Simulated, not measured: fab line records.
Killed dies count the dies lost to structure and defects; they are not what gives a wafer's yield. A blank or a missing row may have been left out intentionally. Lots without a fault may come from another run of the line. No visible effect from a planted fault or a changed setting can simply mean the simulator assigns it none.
Split-lot experiment + flow sfqLine + 5 lots, 23 wafers read, on a route of 325 steps

## ON THE SPLIT
At SFQ_TRILAYER_L0_VIA_LITHO_PEB_016 (peb time 60 s), the setting pebTempC was moved away from the recipe's 115 C on 7 of the 23 wafers read, by -2.8% to +2.1%. The other wafers ran this setting at the recipe's value.

There is no step in the file separating the split from the reading.

## THE READING
L0V.cdNm (the simulator's own value, which no gauge read), in nm, at SFQ_TRILAYER_L0_VIA_BARC_OPEN_VIA_ETCH_021 (etches BARC in O2, target depth 125 nm, time 41.7 s). The file does not state a usual value for it. Average 701.5 nm, standard deviation 2.1 nm, over the 16 wafers here run with the recipe.

| wafer  | tool, chamber at the split | pebTempC as run, C | against the recipe | L0V.cdNm, nm | against lot-mates on the recipe |
|--------|----------------------------|--------------------|--------------------|--------------|---------------------------------|
| L075.1 | lithoTrack-02, 0           | 115                | recipe             | 706.2        | -                               |
| L075.2 | lithoTrack-02, 0           | 115                | recipe             | 702.9        | -                               |
| L075.3 | lithoTrack-02, 0           | 117.1              | +1.8%              | 738.2        | +33.7                           |
| L075.4 | lithoTrack-02, 0           | 117.1              | +1.8%              | 739.1        | +34.6                           |
| L075.5 | lithoTrack-02, 0           | 117.1              | +1.8%              | 738          | +33.5                           |
| L076.2 | lithoTrack-03, 0           | 117.4              | +2.1%              | 740.5        | +41.0                           |
| L076.3 | lithoTrack-03, 0           | 115                | recipe             | 699.2        | -                               |
| L076.4 | lithoTrack-03, 0           | 117.4              | +2.1%              | 740.5        | +41.0                           |
| L076.5 | lithoTrack-03, 0           | 115                | recipe             | 698.1        | -                               |
| L076.6 | lithoTrack-03, 0           | 115                | recipe             | 701.2        | -                               |
| L077.1 | lithoTrack-04, 0           | 115                | recipe             | 701          | -                               |
| L077.2 | lithoTrack-04, 0           | 111.8              | -2.8%              | 637.4        | -64.2                           |
| L077.4 | lithoTrack-04, 0           | 111.8              | -2.8%              | 635.3        | -66.3                           |
| L077.5 | lithoTrack-04, 0           | 115                | recipe             | 701.8        | -                               |
| L077.6 | lithoTrack-04, 0           | 115                | recipe             | 702.1        | -                               |
| L081.1 | lithoTrack-02, 0           | 115                | recipe             | 702.4        | -                               |
| L081.3 | lithoTrack-02, 0           | 115                | recipe             | 701.5        | -                               |
| L081.4 | lithoTrack-02, 0           | 115                | recipe             | 697.8        | -                               |
| L081.5 | lithoTrack-02, 0           | 115                | recipe             | 699.3        | -                               |
| L081.6 | lithoTrack-02, 0           | 115                | recipe             | 702.3        | -                               |
| L083.1 | lithoTrack-02, 0           | 115                | recipe             | 701.2        | -                               |
| L083.3 | lithoTrack-02, 0           | 115                | recipe             | 703.4        | -                               |
| L083.4 | lithoTrack-02, 0           | 115                | recipe             | 703.9        | -                               |

THE FIT
A straight line over all 23 wafers: L0V.cdNm changes by +21.4 nm for each +1% of pebTempC; r = +0.99; the points scatter about the line by 2.9 nm.
The same after taking each lot's own level away (the mean of its wafers on the recipe; 23 wafers): +21.2 nm for each +1%; r = +0.99; scatter 2.7 nm.
On that fit, the largest move of pebTempC shifts the reading by 59 nm.
Measured against the standard deviation above, the lots' own levels, which go from 699.50 to 704.55 nm, span 2.4 times it.
Hence the lot-to-lot level has little effect on the slope; both slopes agree.
Check: for one of the wafers moved furthest among these (-2.8%), held out of the fit, the line's prediction against its lot-mates is -58.9 nm. Against them it came out at -64.2 nm.

## THESE WAFERS: OTHER SPLITS
Before the reading, these wafers also passed through other splits. Each is held against what the fit with the lots' levels taken away leaves over:
| other split on the same wafers                | wafers away from the commonest value | r with L0V.cdNm (lot level and that fit taken away) |
|-----------------------------------------------|--------------------------------------|-----------------------------------------------------|
| SFQ_TRILAYER_L0_DEP_SPUTTER_003 timeS         | 10                                   | -0.05                                               |
| SFQ_TRILAYER_L0_LITHO_COAT_010 resistThkNm    | 9                                    | -0.03                                               |
| SFQ_TRILAYER_L0_BARC_OPEN_METAL_ETCH_010 icpW | 12                                   | +0.10                                               |

## FILE'S OWN FIT
L0V.cdNm changes by +21.3 nm for each +1% of pebTempC, r = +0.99.
